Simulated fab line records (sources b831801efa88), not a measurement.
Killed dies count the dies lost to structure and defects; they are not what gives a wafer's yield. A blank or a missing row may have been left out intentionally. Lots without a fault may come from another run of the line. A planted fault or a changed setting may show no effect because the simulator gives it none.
Which tool is to blame? -- flow gf180mcu -- 12 lots with 36 wafers sampled at 3 steps, on a route of 602 steps

## WHAT EACH GAUGE READ, for each wafer
GF_TOP_METAL_RS_MEAS_05: the measuring method here is four-point-probe. Usual: TOP_METAL_ALCU_RS 0.0316 ohm/sq, standard deviation 0.00032.
lot,measured,on,TOP_METAL_ALCU_RS (ohm/sq),flag
L380,day 27 02:09,film_metro-04,0.0312 0.0315 0.0313,
L382,day 27 15:57,film_metro-01,0.0314 0.0314 0.0315,
L383,day 28 09:28,film_metro-04,0.0313 0.0313 0.0311,
L384,day 28 23:21,film_metro-04,0.0313 0.0311 0.0310,
L386,day 29 04:29,film_metro-01,0.0315 0.0318 0.0319,
L387,day 29 05:46,film_metro-01,0.0317 0.0317 0.0316,
L390,day 30 06:11,film_metro-02,0.0314 0.0319 0.0320,
L391,day 30 13:59,film_metro-04,0.0314 0.0313 0.0314,
L393,day 31 07:33,film_metro-04,0.0313 0.0316 0.0317,
L395,day 31 22:59,film_metro-02,0.0311 0.0309 0.0311,
L401,day 33 11:17,film_metro-02,0.0315 0.0312 0.0313,
L403,day 33 14:49,film_metro-01,0.0315 0.0316 0.0315,

GF_PASSIVATION_THK_MEAS_01. Usual: PASSIVATION_CVD_00_THK 998 nm, standard deviation 12.
lot,measured,on,PASSIVATION_CVD_00_THK (nm),flag
L380,day 27 22:57,film_metro-04,992 991 1005,
L382,day 28 12:41,film_metro-02,998 1004 999,
L383,day 29 05:56,film_metro-02,987 998 998,
L384,day 29 18:46,film_metro-03,994 1010 1012,
L386,day 30 00:11,film_metro-04,972 994 1022,
L387,day 30 00:56,film_metro-04,977 984 988,
L390,day 31 00:30,film_metro-03,983 1014 1023,
L391,day 31 08:53,film_metro-02,996 1004 1004,
L393,day 32 01:31,film_metro-04,992 1007 995,
L395,day 32 16:06,film_metro-03,994 1008 995,
L401,day 34 04:27,film_metro-04,1003 1010 1008,
L403,day 34 06:59,film_metro-04,992 992 1005,

## EACH LOT AND THE TOOL THAT RAN IT (in order: tool; ch and the chambers of the sampled wafers; start)
lot,GF_V4_CMP_04
L380,"cmp-02 ch 0,2,3, day 23 05:35"
L382,"cmp-01 ch 0,1,3, day 23 22:00"
L383,"cmp-02 ch 0,1, day 24 16:50"
L384,"cmp-01 ch 0,1, day 24 23:44"
L386,"cmp-02 ch 0,1,2, day 25 15:11"
L387,"cmp-02 ch 0,2,3, day 25 16:10"
L390,"cmp-01 ch 0,1,3, day 26 18:17"
L391,"cmp-01 ch 1,2, day 27 04:02"
L393,"cmp-02 ch 0,1,2, day 27 23:35"
L395,"cmp-01 ch 2,3, day 28 16:35"
L401,"cmp-02 ch 0,2, day 30 03:29"
L403,"cmp-02 ch 0,1,2, day 30 14:26"
- GF_V4_CMP_04: polishes SiO2.

## WHAT THE TOOLS THEMSELVES READ (means of the sampled wafers that have a number; where no wafer has one, the mark that the record gives instead)
GF_V4_CMP_04. Usual: motor_current_A 12.3 A, standard deviation 1.1; slurry_flow_ml_min 150.0, standard deviation 0.48; time_to_endpoint_s 80 s, standard deviation 5.6.
lot,tool,motor_current_A (A),slurry_flow_ml_min,time_to_endpoint_s (s),flag
L380,cmp-02,12.4,149.7,81,
L382,cmp-01,11.8,149.9,84,
L383,cmp-02,12.9,149.5,79,
L384,cmp-01,11.3,149.9,83,
L386,cmp-02,12.5,149.6,82,
L387,cmp-02,12.8,149.8,80,
L390,cmp-01,11.5,150.0,87,
L391,cmp-01,10.8,149.8,80,
L393,cmp-02,13.1,150.0,74,
L395,cmp-01,11.8,149.8,86,
L401,cmp-02,13.2,149.9,79,
L403,cmp-02,13.2,150.0,78,

## THE ANSWER, worked out from the rows above alone
Rule: a lot counts as off when the mean over its wafers that have a number is more than 3 standard deviations away from the usual mean. A lot without any number at a reading at which 4 lots or more have one is off too. Any other lot the step has rows for is counted as sound. After the gauges, taken in route order, come the tools' own readings; for these a lot's mean is taken, as printed above. The first step at which some lot is off is used, and at that step the reading that is off furthest; a lot without a number counts as furthest.
Nothing can be told from this: no lot is off at any reading shown.

## WHAT THE SIMULATOR HAD INSERTED
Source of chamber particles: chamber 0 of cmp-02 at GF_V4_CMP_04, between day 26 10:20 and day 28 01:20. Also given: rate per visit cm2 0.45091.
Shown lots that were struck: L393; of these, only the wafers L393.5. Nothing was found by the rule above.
